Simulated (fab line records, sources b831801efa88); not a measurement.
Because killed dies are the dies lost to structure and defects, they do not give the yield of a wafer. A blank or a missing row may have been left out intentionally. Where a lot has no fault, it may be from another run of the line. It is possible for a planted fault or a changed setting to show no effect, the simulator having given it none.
fab line records + flow sky130
record
- lots=6
- wafers=18
- last_day=50
route steps=708 shown RES_XHIGH@333 SD_N@342 PAD_OPEN@708
lots that met no fault: from a run of the same line without faults
start_h: hours from the record's opening day to when the first of the lot's shown wafers began + wait_h: hours since the lot's step before + " same as the row above + L1.1+2: one row covering several wafers at once + - no value, or no start given + * or withheld: withheld + < > ~ a bound
route shown NAME@n: names a module that has steps shown in the file, with the first one's number in the route + usual: average and standard deviation across the fault-free wafers + same: alike in all rows + chamber/n: place in a boat + sites: the reading at each site + _std_site: how widely they spread, as a standard deviation + _edge_site: mean of outer sites minus mean of inner sites + radius_mm: how far each site lies from the wafer's centre + mask NAME#n: copy n + behind: tool/chamber where the wafer was last shaped + hold: what put the lot on hold/how long, in hours/how the hold closed + device: whichever transistor did not switch (one of n, p or np) + end of line: tests of these same wafers at the route's end + for a step that has no rows: nothing shown but its recipe + killed: at the first sort, the dies lost to defects and structure; wafer yield is something else + map: shows each die of a wafer: x if killed, . if not, _ if none is there
set.NAME: the setting as run; set.NAME@STEP: as run at that earlier step + model.NAME: the simulator's own value behind a step, which no gauge read
lots seen at some steps along the route; tables by step, rows by wafer
services: a tool's chamber out of use, with start hour (start_h, from the record's first day; less than 0 if before it), hours out, and reason
## steps
# step SKY_RES_XHIGH_HMDS_01
# recipe
- prime_time_s=60
- prime_temp_c=120
# step SKY_RES_XHIGH_COAT_02
# recipe
- resist=NOVOLAK
- spin_rpm=3000
- resist_thk_nm=1140
# step SKY_RES_XHIGH_SOFTBAKE_03
# recipe
- temp_c=90
- time_s=60
- resist=NOVOLAK
# step SKY_RES_XHIGH_EXPOSE_04
# recipe
- mask_id=URPM
- na=0.6
- source_shape=conventional
- sigma_outer=0.6
- polarization=unpolarized
- target_cd_nm=1270
- dose_mj=140
# step SKY_RES_XHIGH_PEB_05
# recipe
- temp_c=withheld
- time_s=*
- resist=NOVOLAK
# step SKY_RES_XHIGH_DEVELOP_06
# recipe
- resist=NOVOLAK
- developer=TMAH
- develop_time_s=60
- dev_temp_c=23
# step SKY_RES_XHIGH_IMPLANT_07
# recipe
- species=BF2
- energy_kev=20
- dose_cm2=3.6e+14
- tilt_deg=0
# step SKY_RES_XHIGH_STRIP_08
# recipe
- chemistry=O2/N2
- power_w=1400
- pressure_mtorr=1500
- platen_temp_c=withheld
- o2_flow_sccm=3000
- n2_flow_sccm=300
- overash_fraction=0.5
# usual
- drypump_motor_current_A=5.8/0.51
- oes_product_au=0.711/0.0041
- strip_time_to_endpoint_s=14.28/0.042
| lot.wafer | tool            | chamber | start_h | wait_h | drypump_motor_current_A | oes_product_au | rf_hours_counter_h | strip_time_to_endpoint_s |
|-----------|-----------------|---------|---------|--------|-------------------------|----------------|--------------------|--------------------------|
| L715.2    | plasma_asher-01 | 1       | 618.52  | 0.1    | 6.1                     | 0.706          | 19                 | 14.21                    |
| L715.4    | "               | 1       | "       | "      | 6.1                     | 0.704          | -                  | 14.26                    |
| L715.5    | "               | 0       | "       | "      | 5.4                     | 0.712          | -                  | 14.20                    |
| L721.3    | plasma_asher-04 | 1       | 690.23  | 0.1    | 6.4                     | 0.708          | -                  | 14.31                    |
| L721.4    | "               | 0       | "       | "      | 5.3                     | 0.708          | -                  | 14.28                    |
| L721.5    | "               | 1       | "       | "      | 6.4                     | 0.702          | -                  | 14.31                    |
| L727.2    | plasma_asher-04 | 1       | 733.50  | 0.1    | 6.4                     | 0.708          | 100                | 14.31                    |
| L727.4    | "               | 1       | "       | "      | 6.4                     | 0.712          | -                  | 14.34                    |
| L727.5    | "               | 1       | "       | "      | 6.4                     | 0.708          | -                  | 14.33                    |
| L729.1    | plasma_asher-02 | 0       | 755.70  | 0.1    | 5.4                     | 0.711          | 97                 | 14.26                    |
| L729.2    | "               | 1       | "       | "      | 6.3                     | 0.708          | 97                 | 14.29                    |
| L729.6    | "               | 0       | "       | "      | 5.3                     | 0.711          | -                  | 14.30                    |
| L732.1    | plasma_asher-04 | 1       | 769.45  | 0.1    | 6.4                     | 0.712          | 2                  | 14.29                    |
| L732.5    | "               | 0       | "       | "      | 5.3                     | 0.709          | -                  | 14.29                    |
| L732.6    | "               | 1       | "       | "      | 6.4                     | 0.705          | -                  | 14.25                    |
| L735.1    | plasma_asher-02 | 1       | 784.83  | 0.1    | 6.3                     | 0.712          | 100                | 14.27                    |
| L735.3    | "               | 0       | "       | "      | 5.3                     | 0.704          | -                  | 14.23                    |
| L735.6    | "               | 1       | "       | "      | 6.4                     | 0.710          | -                  | 14.29                    |
# step SKY_RES_XHIGH_TW_MEAS_09
# usual
- RES_XHIGH_TW=1623/20
| lot.wafer | tool          | chamber | start_h | wait_h | RES_XHIGH_TW |
|-----------|---------------|---------|---------|--------|--------------|
| L715.2    | film_metro-02 | -       | 618.63  | 0.1    | 1623         |
| L715.4    | "             | -       | "       | "      | 1633         |
| L715.5    | "             | -       | "       | "      | 1624         |
| L721.3    | film_metro-01 | -       | 690.32  | 0.1    | 1603         |
| L721.4    | "             | -       | "       | "      | 1601         |
| L721.5    | "             | -       | "       | "      | 1592         |
| L727.2    | film_metro-04 | -       | 733.61  | 0.1    | 1646         |
| L727.4    | "             | -       | "       | "      | 1650         |
| L727.5    | "             | -       | "       | "      | 1638         |
| L729.1    | film_metro-02 | -       | 755.80  | 0.1    | 1614         |
| L729.2    | "             | -       | "       | "      | 1615         |
| L729.6    | "             | -       | "       | "      | 1624         |
| L732.1    | film_metro-01 | -       | 769.55  | 0.1    | 1601         |
| L732.5    | "             | -       | "       | "      | 1602         |
| L732.6    | "             | -       | "       | "      | 1599         |
| L735.1    | film_metro-04 | -       | 784.93  | 0.1    | 1643         |
| L735.3    | "             | -       | "       | "      | 1648         |
| L735.6    | "             | -       | "       | "      | 1656         |
# step SKY_SD_N_DEHYDRATE_00
# recipe
- temp_c=200
- time_s=60
# step SKY_SD_N_HMDS_01
# recipe
- prime_time_s=60
- prime_temp_c=120
# step SKY_SD_N_COAT_02
# recipe
- resist=NOVOLAK
- spin_rpm=3000
- resist_thk_nm=1140
# step SKY_SD_N_SOFTBAKE_03
# recipe
- temp_c=90
- time_s=60
- resist=NOVOLAK
# usual
- heater_power_total_W=56.59/0.041
- plate_temp_C=89.98/0.11
| lot.wafer | tool           | chamber | start_h | wait_h | heater_power_total_W | plate_temp_C |
|-----------|----------------|---------|---------|--------|----------------------|--------------|
| L715.2    | litho_track-03 | 0       | 633.49  | 0.1    | 56.64                | 90.08        |
| L715.4    | "              | 0       | "       | "      | 56.59                | 89.95        |
| L715.5    | "              | 0       | "       | "      | 56.56                | 89.92        |
| L721.3    | litho_track-04 | 0       | 704.73  | 0.1    | 56.54                | 89.97        |
| L721.4    | "              | 0       | "       | "      | 56.60                | 89.98        |
| L721.5    | "              | 0       | "       | "      | 56.59                | 89.79        |
| L727.2    | litho_track-01 | 0       | 747.67  | 0.1    | 56.54                | 90.03        |
| L727.4    | "              | 0       | "       | "      | 56.55                | 90.09        |
| L727.5    | "              | 0       | "       | "      | 56.63                | 90.09        |
| L729.1    | litho_track-01 | 0       | 768.85  | 0.1    | 57.60                | 91.08        |
| L729.2    | "              | 0       | "       | "      | 57.63                | 91.28        |
| L729.6    | "              | 0       | "       | "      | 57.66                | 91.23        |
| L732.1    | litho_track-01 | 0       | 782.55  | 0.1    | 57.61                | 91.19        |
| L732.5    | "              | 0       | "       | "      | 57.70                | 91.17        |
| L732.6    | "              | 0       | "       | "      | 57.71                | 91.18        |
| L735.1    | litho_track-03 | 0       | 798.27  | 0.1    | 56.53                | 89.99        |
| L735.3    | "              | 0       | "       | "      | 56.58                | 89.83        |
| L735.6    | "              | 0       | "       | "      | 56.58                | 90.00        |
# step SKY_SD_N_EXPOSE_04
# recipe
- mask_id=NSDM
- na=0.6
- source_shape=conventional
- sigma_outer=0.6
- polarization=unpolarized
- target_cd_nm=380
- dose_mj=141
# step SKY_PAD_OPEN_PROBE_99
# usual
- killed_at_M0_to_M3=43/7.1
- killed_at_M4_up=3.2/1.7
- killed_at_contacts=24/5.6
- killed_at_front_end=16/5
- killed_at_other=0.4/0.68
- killed_dies=86/9.3
- killed_open=47/7.1
- killed_short=39/5.7
# same
- gross_dies=492
- killed_at_back_side=0
| lot.wafer | tool      | chamber | start_h | wait_h | killed_at_M0_to_M3 | killed_at_M4_up | killed_at_contacts | killed_at_front_end | killed_at_other | killed_dies | killed_open | killed_short |
|-----------|-----------|---------|---------|--------|--------------------|-----------------|--------------------|---------------------|-----------------|-------------|-------------|--------------|
| L715.2    | prober-02 | -       | 1077.27 | 0.1    | 46                 | 4               | 34                 | 20                  | 1               | 105         | 61          | 44           |
| L715.4    | prober-02 | -       | 1077.37 | 0.2    | 44                 | 2               | 23                 | 24                  | 2               | 95          | 47          | 46           |
| L715.5    | prober-02 | -       | 1077.42 | 0.2    | 35                 | 2               | 32                 | 22                  | 1               | 92          | 45          | 46           |
| L721.3    | prober-02 | -       | 1128.86 | 0.2    | 38                 | 2               | 34                 | 17                  | 1               | 92          | 58          | 34           |
| L721.4    | prober-02 | -       | 1128.91 | 0.2    | 38                 | 2               | 22                 | 21                  | 1               | 84          | 36          | 47           |
| L721.5    | prober-02 | -       | 1128.96 | 0.2    | 54                 | 3               | 23                 | 13                  | 0               | 93          | 51          | 42           |
| L727.2    | prober-02 | -       | 1155.68 | 0.1    | 54                 | 1               | 18                 | 19                  | 1               | 93          | 62          | 30           |
| L727.4    | prober-02 | -       | 1155.78 | 0.2    | 38                 | 1               | 34                 | 17                  | 0               | 90          | 49          | 41           |
| L727.5    | prober-02 | -       | 1155.83 | 0.2    | 43                 | 1               | 15                 | 13                  | 0               | 72          | 45          | 27           |
| L729.1    | prober-01 | -       | 1171.66 | 0.1    | 55                 | 2               | 32                 | 13                  | 1               | 103         | 57          | 45           |
| L729.2    | prober-01 | -       | 1171.71 | 0.1    | 48                 | 2               | 28                 | 19                  | 1               | 98          | 54          | 43           |
| L729.6    | prober-01 | -       | 1171.91 | 0.2    | 42                 | 1               | 15                 | 24                  | 0               | 82          | 49          | 33           |
| L732.1    | prober-01 | -       | 1180.49 | 0.1    | 44                 | 5               | 34                 | 9                   | 0               | 92          | 53          | 39           |
| L732.5    | prober-01 | -       | 1180.69 | 0.2    | 47                 | 3               | 18                 | 20                  | 1               | 89          | 49          | 40           |
| L732.6    | prober-01 | -       | 1180.74 | 0.2    | 51                 | 7               | 18                 | 8                   | 0               | 84          | 43          | 41           |
| L735.1    | prober-01 | -       | 1191.95 | 0.1    | 50                 | 3               | 27                 | 22                  | 0               | 102         | 55          | 47           |
| L735.3    | prober-01 | -       | 1192.05 | 0.2    | 40                 | 4               | 18                 | 22                  | 0               | 84          | 47          | 37           |
| L735.6    | prober-01 | -       | 1192.20 | 0.2    | 36                 | 2               | 30                 | 21                  | 0               | 89          | 49          | 40           |
# killed by level:class
L715.2 CONTACT:geometric_particle:open=12 METAL1:geometric_particle:short=11 VIA1:geometric_particle:open=9 LI_CONTACT:geometric_particle:open=8 VIA3:geometric_particle:open=8 POLY_GATE:geometric_particle:open=7 FIELD_ISO:geometric_particle:open=4 LI_CONTACT:geometric_particle:short=4
L715.4 VIA3:geometric_particle:open=8 CONTACT:geometric_particle:open=8 VIA1:geometric_particle:short=7 VIA1:geometric_particle:open=7 METAL2:geometric_particle:short=6 LOCAL_INTERCONNECT:geometric_particle:short=6 FIELD_ISO:geometric_particle:open=5 FIELD_ISO:geometric_particle:short=5
L715.5 CONTACT:geometric_particle:short=8 CONTACT:geometric_particle:open=8 POLY_GATE:geometric_particle:open=7 POLY_GATE:geometric_particle:short=7 VIA3:geometric_particle:open=7 LOCAL_INTERCONNECT:geometric_particle:short=6 LI_CONTACT:geometric_particle:open=5 VIA1:geometric_particle:open=5
L721.3 CONTACT:geometric_particle:open=12 VIA1:geometric_particle:open=9 VIA2:geometric_particle:open=8 LI_CONTACT:geometric_particle:open=7 CONTACT:geometric_particle:short=7 SPACER:geometric_particle:open=5 POLY_GATE:geometric_particle:open=4 METAL1:geometric_particle:short=4
L721.4 CONTACT:geometric_particle:open=9 CONTACT:geometric_particle:short=7 METAL1:geometric_particle:short=7 METAL2:geometric_particle:short=6 SPACER:geometric_particle:short=5 LI_CONTACT:geometric_particle:open=5 VIA1:geometric_particle:short=5 VIA1:geometric_particle:open=5
L721.5 VIA3:geometric_particle:open=11 VIA1:geometric_particle:open=10 CONTACT:geometric_particle:open=8 VIA2:geometric_particle:open=7 METAL2:geometric_particle:short=6 FIELD_ISO:geometric_particle:short=5 VIA1:geometric_particle:short=5 LI_CONTACT:geometric_particle:short=5
L727.2 VIA1:geometric_particle:open=21 CONTACT:geometric_particle:open=8 VIA3:geometric_particle:open=7 POLY_GATE:geometric_particle:open=6 LI_CONTACT:geometric_particle:open=6 VIA1:geometric_particle:short=6 VIA3:geometric_particle:short=5 METAL1:geometric_particle:short=4
L727.4 CONTACT:geometric_particle:open=16 VIA1:geometric_particle:open=11 VIA3:geometric_particle:short=7 LI_CONTACT:geometric_particle:open=6 FIELD_ISO:geometric_particle:open=5 CONTACT:geometric_particle:short=5 LOCAL_INTERCONNECT:geometric_particle:short=4 METAL1:geometric_particle:short=4
L727.5 VIA1:geometric_particle:open=9 METAL1:geometric_particle:short=7 VIA3:geometric_particle:open=7 POLY_GATE:geometric_particle:open=6 LI_CONTACT:geometric_particle:open=6 CONTACT:geometric_particle:open=4 VIA1:geometric_particle:short=4 METAL2:geometric_particle:open=4
L729.1 VIA1:geometric_particle:open=15 LI_CONTACT:geometric_particle:open=10 VIA2:geometric_particle:open=9 CONTACT:geometric_particle:open=8 CONTACT:geometric_particle:short=6 METAL1:geometric_particle:short=6 METAL2:geometric_particle:short=5 VIA3:geometric_particle:open=5
L729.2 CONTACT:geometric_particle:open=9 VIA3:geometric_particle:open=9 LOCAL_INTERCONNECT:geometric_particle:short=8 VIA1:geometric_particle:open=8 LI_CONTACT:geometric_particle:open=7 METAL2:geometric_particle:short=7 FIELD_ISO:geometric_particle:open=6 METAL1:geometric_particle:short=5
L729.6 VIA1:geometric_particle:open=11 FIELD_ISO:geometric_particle:short=9 VIA2:geometric_particle:open=9 FIELD_ISO:geometric_particle:open=8 CONTACT:geometric_particle:open=8 VIA2:geometric_particle:short=4 POLY_GATE:geometric_particle:open=3 VIA1:geometric_particle:short=3
L732.1 VIA1:geometric_particle:open=13 CONTACT:geometric_particle:open=12 LI_CONTACT:geometric_particle:open=9 VIA1:geometric_particle:short=7 FIELD_ISO:geometric_particle:open=5 LI_CONTACT:geometric_particle:short=5 CONTACT:geometric_particle:short=5 METAL1:geometric_particle:short=5
L732.5 VIA1:geometric_particle:open=10 CONTACT:geometric_particle:open=9 FIELD_ISO:geometric_particle:short=6 VIA1:geometric_particle:short=6 FIELD_ISO:geometric_particle:open=5 VIA2:geometric_particle:open=5 LI_CONTACT:geometric_particle:open=5 VIA3:geometric_particle:open=5
L732.6 VIA1:geometric_particle:open=14 METAL1:geometric_particle:short=10 CONTACT:geometric_particle:open=10 METAL2:geometric_particle:short=7 VIA1:geometric_particle:short=6 METAL4:geometric_particle:short=5 LI_CONTACT:geometric_particle:open=4 VIA3:geometric_particle:open=4
L735.1 VIA1:geometric_particle:open=11 CONTACT:geometric_particle:open=10 METAL1:geometric_particle:short=7 LI_CONTACT:geometric_particle:open=6 FIELD_ISO:geometric_particle:short=5 FIELD_ISO:geometric_particle:open=5 CONTACT:geometric_particle:short=5 METAL2:geometric_particle:short=5
L735.3 VIA1:geometric_particle:open=9 FIELD_ISO:geometric_particle:open=7 VIA2:geometric_particle:open=7 LI_CONTACT:geometric_particle:open=7 VIA1:geometric_particle:short=7 POLY_GATE:geometric_particle:short=5 POLY_GATE:geometric_particle:open=5 METAL1:geometric_particle:short=5
L735.6 LI_CONTACT:geometric_particle:open=12 CONTACT:geometric_particle:open=10 POLY_GATE:geometric_particle:short=8 FIELD_ISO:geometric_particle:open=7 VIA1:geometric_particle:open=7 VIA3:geometric_particle:open=6 LI_CONTACT:geometric_particle:short=5 METAL1:geometric_particle:short=5
## services
| tool            | chamber | start_h | hours | kind       |
|-----------------|---------|---------|-------|------------|
| plasma_asher-01 | -       | 622.43  | 2.4   | repair     |
| plasma_asher-04 | -       | 733.75  | 9.0   | pm         |
| plasma_asher-04 | 0       | 733.75  | 9.0   | vent_cycle |
| plasma_asher-04 | 1       | 733.75  | 9.0   | vent_cycle |
| plasma_asher-04 | -       | 742.75  | 2.8   | pm         |
| plasma_asher-04 | 0       | 742.75  | -     | clean      |
| plasma_asher-04 | 1       | 742.75  | -     | clean      |
| plasma_asher-02 | -       | 797.85  | 5.8   | repair     |
## key
first_sign
- step=SKY_SD_N_SOFTBAKE_03
- reading=heater_power_total_W
- direction=up
- sigmas=26
- usual=*
- struck=*
effect
- step=SKY_SD_N_SOFTBAKE_03
- reading=plate_temp_C
- direction=up
- sigmas=11
- usual=*
- struck=*
met_at SKY_SD_N_SOFTBAKE_03
struck_wafers L729.1,L729.2,L729.6,L732.1,L732.5,L732.6
tester_left_out L729,L732
onset_between 747.67 768.85
fault
- kind=process_parameter_drift
- tool=litho_track-01
- chamber=-
- onset_h=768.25
- steps=SKY_SD_N_SOFTBAKE_03
- channel=temp_c
- offset=*
- shape=step
- end_h=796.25
- acts_in=*
- stated=*
# tester_left_out: of these lots the tester's yield and bins aren't shown, on N5 and GAA mostly nor the transistor test; their killed dies are dies lost to structure and defects alone, not to doping, threshold or leakage, so they don't give the yield
